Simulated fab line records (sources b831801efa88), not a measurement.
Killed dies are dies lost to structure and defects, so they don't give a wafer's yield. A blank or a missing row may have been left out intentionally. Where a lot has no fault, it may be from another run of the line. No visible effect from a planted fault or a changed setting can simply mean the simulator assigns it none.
Comparing a struck lot with a sound one | flow sky130 | 44 steps out of a route of 708
Sound: these wafers, L832.1, L832.5, L832.6. Struck: wafer L840.4 (L840.1, L840.6, from the same lot, were not struck and are left out); the cause is given at the end.
Order at every step that has rows: each side's tool, ch and its chambers, its first start. Under that, the readings that differ: sound wafers | struck wafers | difference of the means | sigmas: that difference in standard deviations of wafers without a fault.
alike: words and numbers the same on both sides, and readings whose means are apart by under 2 such deviations; not compared: readings that were withheld, readings missing a value for some wafer, numbers with overlapping values and no deviation given by the record, and bounds like >300 which may hide the same value.
The two part at a step that has a row with sigmas, a row that says differs or no value, or rows on one side only. Numbers that have no deviation but don't overlap get no sigmas and don't part them. A reading that every wafer of one side lacks parts them only if that side has two wafers or more.

first, 4 steps without rows for these wafers: SKY_VIA2_CLEAN_18 (cleans in IPA, time 180 s); SKY_VIA2_CLEAN_19 (cleans in O3/DIW); SKY_VIA2_SPUTTER_20 (material TiN, target thk 20 nm, time 80 s); SKY_VIA2_CVD_21 (deposits W, target thk 420 nm, time 126.4 s).
SKY_VIA2_RS_MEAS_22: uses a four-point probe to measure.
  sound on filmMetro-01, day 40 03:52; struck on filmMetro-03, day 42 06:48
  alike: VIA2_W_RS
SKY_VIA2_THK_MEAS_23: measures by xrf.
  sound on filmMetro-01, day 40 03:59; struck on filmMetro-03, day 42 06:55
  alike: VIA2_W_THK
SKY_VIA2_CMP_24: polishes, stops on SiO2, t overpolish 20 s, target thk 0 nm.
  sound on cmp-01 ch 0,1,3, day 40 04:12; struck on cmp-02 ch 2, day 42 07:02
  alike: motorCurrentA, overpolishRunS, slurryFlowMlMin, timeToEndpointS
then, 2 steps without rows for these wafers: SKY_METAL3_SPUTTER_00 (material Ti, target thk 15 nm, time 10 s); SKY_METAL3_SPUTTER_01 (material TiN, target thk 20 nm, time 16.7 s).
SKY_METAL3_SPUTTER_02: material AlCu, target thk 735 nm, time 39.1 s.
  sound on pvdSputter-04, day 40 04:24; struck on pvdSputter-03, day 42 07:20
  alike: throttleValvePct
then, 1 step without rows for these wafers: SKY_METAL3_SPUTTER_03 (material Ti, target thk 5 nm, time 3.3 s).
SKY_METAL3_SPUTTER_04: material TiN, target thk 70 nm, time 58.3 s.
  sound on pvdSputter-04, day 40 04:28; struck on pvdSputter-03, day 42 07:23
  alike: throttleValvePct
SKY_CAPM_CVD_00: deposits SiO2, target thk 15.5 nm.
  sound on pecvd-04 ch 0,2, day 40 04:31; struck on pecvd-02 ch 0, day 42 07:26
reading                              | sound             | struck | difference | sigmas
model.SiO2_of_CAPM_CVD_00.thkNm (nm) | 15.52 15.83 15.56 | 12.12  | -3.52      | 
  alike: heaterPowerW
SKY_CAPM_THK_MEAS_01:
  sound on filmMetro-03, day 40 04:32; struck on filmMetro-03, day 42 07:44
reading              | sound             | struck | difference | sigmas
CAPM_CVD_00_THK (nm) | 15.50 15.85 15.55 | 12.11  | -3.52      | -16
  not compared: hold
SKY_CAPM_SPUTTER_02: material TiN, target thk 200 nm, time 166.7 s.
  sound on pvdSputter-02, day 40 04:35; struck on pvdSputter-02, day 42 10:23
reading | sound | struck                  | difference                   | sigmas
hold    | - - - | awaitDispo/2.6h/release | no value on the sound wafers | 
  alike: throttleValvePct
SKY_CAPM_RS_MEAS_03: uses a four-point probe to measure.
  sound on filmMetro-03, day 40 04:42; struck on filmMetro-01, day 42 10:30
  alike: CAPM_TIN_RS
SKY_CAPM_THK_MEAS_04: measures by xrf.
  sound on filmMetro-03, day 40 04:49; struck on filmMetro-01, day 42 10:38
  alike: CAPM_TIN_THK
then, 7 steps without rows for these wafers: SKY_CAPM_DEHYDRATE_05 (time 60 s); SKY_CAPM_HMDS_06 (prime time 60 s); SKY_CAPM_COAT_07 (resist thk 1140 nm); SKY_CAPM_SOFTBAKE_08 (time 60 s); SKY_CAPM_EXPOSE_09 (exposes mask CAPM, target cd 1000 nm); SKY_CAPM_PEB_10; SKY_CAPM_DEVELOP_11 (develop time 60 s).
SKY_CAPM_OVL_MEAS_12:
  sound on overlay-02, day 41 03:43; struck on overlay-01, day 43 07:01
reading       | sound          | struck | difference | sigmas
CAPM_OVL (nm) | -1.1 -2.3 -2.3 | 1.4    | +3.3       | +2
then, 1 step without rows for these wafers: SKY_CAPM_METAL_ETCH_13 (etches TiN in Cl2/BCl3, stops on SiO2, target depth 220 nm, time 62.9 s).
SKY_CAPM_STRIP_14: strips in O2/N2.
  sound on plasmaAsher-02 ch 0,1, day 41 03:50; struck on plasmaAsher-04 ch 0, day 43 07:07
  alike: drypumpMotorCurrentA, n2FlowSccm, oesProductAu, stripTimeToEndpointS
  not compared: rfHoursCounterH
then, 11 steps without rows for these wafers: SKY_CAPM_STRIP_15 (strips in post etch residue remover, time 1200 s); SKY_CAPM_CLEAN_16 (cleans in IPA, time 180 s); SKY_CAPM_CLEAN_17 (cleans in O3/DIW); SKY_METAL3_DEHYDRATE_05 (time 60 s); SKY_METAL3_HMDS_06 (prime time 60 s); SKY_METAL3_COAT_07 (resist thk 60 nm); SKY_METAL3_COAT_08 (resist thk 1140 nm); SKY_METAL3_SOFTBAKE_09 (time 92.54 s); SKY_METAL3_EXPOSE_10 (exposes mask MM3, target cd 300 nm); SKY_METAL3_PEB_11; SKY_METAL3_DEVELOP_12 (develop time 60 s).
SKY_METAL3_CD_MEAS_13: the cd target is 300 nm.
  sound on cdSem-01, day 42 04:34; struck on cdSem-01, day 44 04:37
  alike: cdNm
SKY_METAL3_OVL_MEAS_14:
  sound on overlay-01, day 42 04:41; struck on overlay-01, day 44 04:44
  alike: METAL3_OVL
then, 2 steps without rows for these wafers: SKY_METAL3_DESCUM_15 (chemistry O2, time 8 s); SKY_METAL3_ETCH_16 (etches BARC in N2/H2, stops on SiO2, time 88.2 s, target depth 60 nm).
SKY_METAL3_ETCH_17: etches SiO2 in C4F8/O2/Ar, stops on TiN, time 3.9 s, target depth 15 nm.
  sound on rieDiel-03 ch 0,1,2, day 42 04:51; struck on rieDiel-04 ch 1, day 44 04:54
reading                 | sound             | struck | difference | sigmas
oesProductAu (a.u.)     | 0.749 0.754 0.761 | 0.678  | -0.077     | -11
model.etch.depthNm (nm) | 15.52 15.83 15.56 | 12.12  | -3.52      | 
  not compared: rfHoursCounterH
-- the record jumps here: 6 days lie between the struck wafers' starts before and after (it left off in module METAL3 and takes up again in module PAD_OPEN, whose first step shown is number 708 of the route) --
SKY_PAD_OPEN_PROBE_99:
  sound on prober-01, day 48 16:55; struck on prober-01, day 50 05:05
reading                               | sound               | struck | difference | sigmas
model.etest.tester.sortNPass          | 402 394 409         | 360    | -42        | 
model.etest.tester.sortYieldPct (%)   | 81.71 80.08 83.13   | 73.17  | -8.47      | 
model.etest.tester.sort_bin_5_pct (%) | 10.37 12.2 9.756    | 20.31  | +9.53      | 
model.etest.capMim.bvV (V)            | 13.68 14.27 14.23   | 10.9   | -3.2       | 
model.etest.capMim.leakLog10ACm2      | -8.943 -8.999 -8.99 | -7.842 | +1.135     | 
model.etest.capMim.cFfUm2             | 2.332 2.303 2.313   | 2.997  | +0.681     | 
  alike: defectLimitedYield, killed_at_M0_to_M3, killed_at_M4_up, killedAtContacts, killedAtFrontEnd, killedAtOther, killedDies, killedOpen, killedShort
  not compared: model.etest.tester.sort_bin_4_pct

WHERE THEY PART
At SKY_CAPM_THK_MEAS_01 first; at SKY_METAL3_ETCH_17 last (within this record only). Later steps at which nothing parts them and some readings are alike: SKY_PAD_OPEN_PROBE_99.

WHY: what the simulator had put in
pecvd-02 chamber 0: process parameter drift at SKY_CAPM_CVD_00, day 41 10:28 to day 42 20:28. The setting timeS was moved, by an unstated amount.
